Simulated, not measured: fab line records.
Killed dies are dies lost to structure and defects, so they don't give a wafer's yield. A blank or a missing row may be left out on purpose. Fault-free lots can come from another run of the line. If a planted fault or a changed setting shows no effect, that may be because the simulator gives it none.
Split-lot trial / flow sky130 / 23 wafers read across 5 lots, on a route 708 steps long

== THE SPLIT ITSELF ==
At SKY_CONTACT_CVD_24 (deposits W, target thk 340 nm, time 102.12 s), the setting pressure-torr was moved away from the recipe's 40 Torr on 20 of the 23 wafers read, by -14.5% to +13.5%. The other wafers ran this setting at the recipe's value.

== SPLIT TO READING: what lies between them in the file, 1 step ==
- SKY_CONTACT_RS_MEAS_25: measures by four-point-probe

== THE READING ==
CONTACT_W_THK, in nm, at SKY_CONTACT_THK_MEAS_26 (measures by xrf). On this fab line, fault-free wafers typically give 346 nm with a standard deviation of 8.5 nm.

wafer=L076.1; tool, chamber at the split=cvd-w-01, 0; pressure-torr as run, Torr=35.95; against the recipe=-10.1%; CONTACT_W_THK, nm=323; against lot-mates on the recipe=no lot-mate on the recipe
wafer=L076.3; tool, chamber at the split=cvd-w-01, 0; pressure-torr as run, Torr=35.95; against the recipe=-10.1%; CONTACT_W_THK, nm=326; against lot-mates on the recipe=no lot-mate on the recipe
wafer=L076.4; tool, chamber at the split=cvd-w-01, 1; pressure-torr as run, Torr=35.95; against the recipe=-10.1%; CONTACT_W_THK, nm=338; against lot-mates on the recipe=no lot-mate on the recipe
wafer=L076.5; tool, chamber at the split=cvd-w-01, 0; pressure-torr as run, Torr=35.95; against the recipe=-10.1%; CONTACT_W_THK, nm=327; against lot-mates on the recipe=no lot-mate on the recipe
wafer=L076.6; tool, chamber at the split=cvd-w-01, 1; pressure-torr as run, Torr=35.95; against the recipe=-10.1%; CONTACT_W_THK, nm=333; against lot-mates on the recipe=no lot-mate on the recipe
wafer=L077.1; tool, chamber at the split=cvd-w-02, 0; pressure-torr as run, Torr=45.39; against the recipe=+13.5%; CONTACT_W_THK, nm=371; against lot-mates on the recipe=no lot-mate on the recipe
wafer=L077.2; tool, chamber at the split=cvd-w-02, 1; pressure-torr as run, Torr=45.39; against the recipe=+13.5%; CONTACT_W_THK, nm=379; against lot-mates on the recipe=no lot-mate on the recipe
wafer=L077.3; tool, chamber at the split=cvd-w-02, 1; pressure-torr as run, Torr=45.39; against the recipe=+13.5%; CONTACT_W_THK, nm=378; against lot-mates on the recipe=no lot-mate on the recipe
wafer=L077.4; tool, chamber at the split=cvd-w-02, 0; pressure-torr as run, Torr=45.39; against the recipe=+13.5%; CONTACT_W_THK, nm=370; against lot-mates on the recipe=no lot-mate on the recipe
wafer=L077.5; tool, chamber at the split=cvd-w-02, 0; pressure-torr as run, Torr=45.39; against the recipe=+13.5%; CONTACT_W_THK, nm=367; against lot-mates on the recipe=no lot-mate on the recipe
wafer=L079.1; tool, chamber at the split=cvd-w-02, 0; pressure-torr as run, Torr=34.83; against the recipe=-12.9%; CONTACT_W_THK, nm=312; against lot-mates on the recipe=no lot-mate on the recipe
wafer=L079.2; tool, chamber at the split=cvd-w-02, 1; pressure-torr as run, Torr=34.83; against the recipe=-12.9%; CONTACT_W_THK, nm=330; against lot-mates on the recipe=no lot-mate on the recipe
wafer=L079.3; tool, chamber at the split=cvd-w-02, 1; pressure-torr as run, Torr=34.83; against the recipe=-12.9%; CONTACT_W_THK, nm=326; against lot-mates on the recipe=no lot-mate on the recipe
wafer=L079.5; tool, chamber at the split=cvd-w-02, 1; pressure-torr as run, Torr=34.83; against the recipe=-12.9%; CONTACT_W_THK, nm=329; against lot-mates on the recipe=no lot-mate on the recipe
wafer=L079.6; tool, chamber at the split=cvd-w-02, 0; pressure-torr as run, Torr=34.83; against the recipe=-12.9%; CONTACT_W_THK, nm=320; against lot-mates on the recipe=no lot-mate on the recipe
wafer=L081.1; tool, chamber at the split=cvd-w-02, 0; pressure-torr as run, Torr=40; against the recipe=recipe; CONTACT_W_THK, nm=340; against lot-mates on the recipe=-
wafer=L081.2; tool, chamber at the split=cvd-w-02, 1; pressure-torr as run, Torr=40; against the recipe=recipe; CONTACT_W_THK, nm=354; against lot-mates on the recipe=-
wafer=L081.5; tool, chamber at the split=cvd-w-02, 0; pressure-torr as run, Torr=40; against the recipe=recipe; CONTACT_W_THK, nm=341; against lot-mates on the recipe=-
wafer=L084.2; tool, chamber at the split=cvd-w-02, 0; pressure-torr as run, Torr=34.19; against the recipe=-14.5%; CONTACT_W_THK, nm=318; against lot-mates on the recipe=no lot-mate on the recipe
wafer=L084.3; tool, chamber at the split=cvd-w-02, 1; pressure-torr as run, Torr=34.19; against the recipe=-14.5%; CONTACT_W_THK, nm=329; against lot-mates on the recipe=no lot-mate on the recipe
wafer=L084.4; tool, chamber at the split=cvd-w-02, 0; pressure-torr as run, Torr=34.19; against the recipe=-14.5%; CONTACT_W_THK, nm=315; against lot-mates on the recipe=no lot-mate on the recipe
wafer=L084.5; tool, chamber at the split=cvd-w-02, 1; pressure-torr as run, Torr=34.19; against the recipe=-14.5%; CONTACT_W_THK, nm=325; against lot-mates on the recipe=no lot-mate on the recipe
wafer=L084.6; tool, chamber at the split=cvd-w-02, 0; pressure-torr as run, Torr=34.19; against the recipe=-14.5%; CONTACT_W_THK, nm=317; against lot-mates on the recipe=no lot-mate on the recipe

FIT RESULTS
A straight line over all 23 wafers: CONTACT_W_THK changes by +1.85 nm for each +1% of pressure-torr; r = +0.96; the points scatter about the line by 6 nm.
Too few moved wafers have a lot-mate on the recipe to fit a line with each lot's own level taken away.

== THE WHOLE CHAIN: every reading that the file lists as answering this split, in the file's order ==
step=SKY_CONTACT_CVD_24; what it does=deposits W, target thk 340 nm, time 102.12 s; reading=W_of_CONTACT_CVD_24.thk-nm (the simulator's own value, which no gauge read); change (the file's fit)=+1.72 nm for each +1% of the setting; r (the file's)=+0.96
step=SKY_CONTACT_RS_MEAS_25; what it does=measures by four-point-probe; reading=CONTACT_W_RS; change (the file's fit)=-0.00175 for each +1% of the setting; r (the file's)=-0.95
step=SKY_CONTACT_THK_MEAS_26; what it does=measures by xrf; reading=CONTACT_W_THK; change (the file's fit)=+1.85 for each +1% of the setting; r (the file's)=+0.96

== FILE'S OWN FIT ==
CONTACT_W_THK changes by +1.85 nm for each +1% of pressure-torr, r = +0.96.
